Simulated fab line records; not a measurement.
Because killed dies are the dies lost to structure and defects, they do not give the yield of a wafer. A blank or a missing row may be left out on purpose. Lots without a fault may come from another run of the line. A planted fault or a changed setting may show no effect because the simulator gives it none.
Check of tool commonality -- flow sky130 -- Sample size 7 lots and 24 wafers

== WHY THIS WAS OPENED ==
At SKY_FIELD_ISO_CD_MEAS_13 the reading cd_nm is flagged on 1 of 7 lots. Wafers without a fault read 149.9 nm, standard deviation 1.7.
Rule: flag the lot when none of its wafers has a number, or when each of its wafers that has one lies beyond 4 standard deviations from that mean. All remaining lots are regarded as sound.

lot,measured,on,"cd_nm (nm), wafer by wafer",flag
L397,day 2 11:01,cd_sem-01,151.4 152.6 151.5,
L399,day 2 21:10,cd_sem-02,151.5 150.7 151.0,
L407,day 4 14:06,cd_sem-01,87.9 45.0 23.6 87.7 45.1 24.0,FLAGGED
L410,day 5 05:03,cd_sem-02,148.7 150.2 148.9,
L413,day 5 21:45,cd_sem-02,149.3 150.3 149.1,
L415,day 6 07:07,cd_sem-01,149.2 149.7 149.6,
L416,day 6 12:16,cd_sem-02,147.9 146.2 148.1,
The mean of the flagged lots' numbers is 52.2 nm, -97.7 nm from the usual (-57 standard deviations).

== LOT BY LOT: THE TOOL USED ==
The record holds 1 process step before the reading, out of a route of 708 steps. In each cell: the tool, then ch and the chambers that the sampled wafers went through, then the start.
lot,flag,SKY_FIELD_ISO_EXPOSE_10
L397,,"krf_scanner-02 ch 0, day 2 03:37"
L399,,"krf_scanner-01 ch 0, day 2 13:29"
L407,FLAGGED,"krf_scanner-01 ch 0, day 4 05:41"
L410,,"krf_scanner-02 ch 0, day 4 19:48"
L413,,"krf_scanner-02 ch 0, day 5 12:48"
L415,,"krf_scanner-02 ch 0, day 5 21:56"
L416,,"krf_scanner-02 ch 0, day 6 03:23"
What the steps here do:
- SKY_FIELD_ISO_EXPOSE_10: exposes mask FOM, target cd 150 nm.
- SKY_FIELD_ISO_CD_MEAS_13: target cd 150 nm.

== FLAGGED AGAINST TOTAL, ONE TOOL AT A TIME (gauges that did the reading follow at the end) ==
step,tool,lots run,flagged,share of the flagged lots,sound lots run after its first flagged lot
SKY_FIELD_ISO_EXPOSE_10,krf_scanner-01,2,1,all,0
SKY_FIELD_ISO_EXPOSE_10,krf_scanner-02,5,0,none,-
SKY_FIELD_ISO_CD_MEAS_13,cd_sem-01,3,1,all,1 (L415)
SKY_FIELD_ISO_CD_MEAS_13,cd_sem-02,4,0,none,-

== THE TABLE: WHAT IT ALLOWS ==
2 rows of the table ran every flagged lot: krf_scanner-01 at SKY_FIELD_ISO_EXPOSE_10, cd_sem-01 at SKY_FIELD_ISO_CD_MEAS_13.
- krf_scanner-01 at SKY_FIELD_ISO_EXPOSE_10 ran 2 lots, 1 of them flagged. Last sound lot L399 at day 2 13:29, first flagged lot L407 at day 4 05:41; a fault beginning in between fits. Its own readings (exposure_dose_mJ_cm2) fall more than 4 standard deviations out on all wafers of the flagged lots.
- cd_sem-01 at SKY_FIELD_ISO_CD_MEAS_13 ran 3 lots, 1 of them flagged. Sound lots ran on it after the first flagged one (L415), which a lasting fault on the whole tool wouldn't allow.
Just one tool remains: krf_scanner-01 at SKY_FIELD_ISO_EXPOSE_10.

== WHAT THE SIMULATOR HAD INSERTED ==
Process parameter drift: krf_scanner-01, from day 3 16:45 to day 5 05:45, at SKY_FIELD_ISO_EXPOSE_10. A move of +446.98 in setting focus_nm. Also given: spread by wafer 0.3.
Shown lots that were struck: L407. Same finding as the rule above.
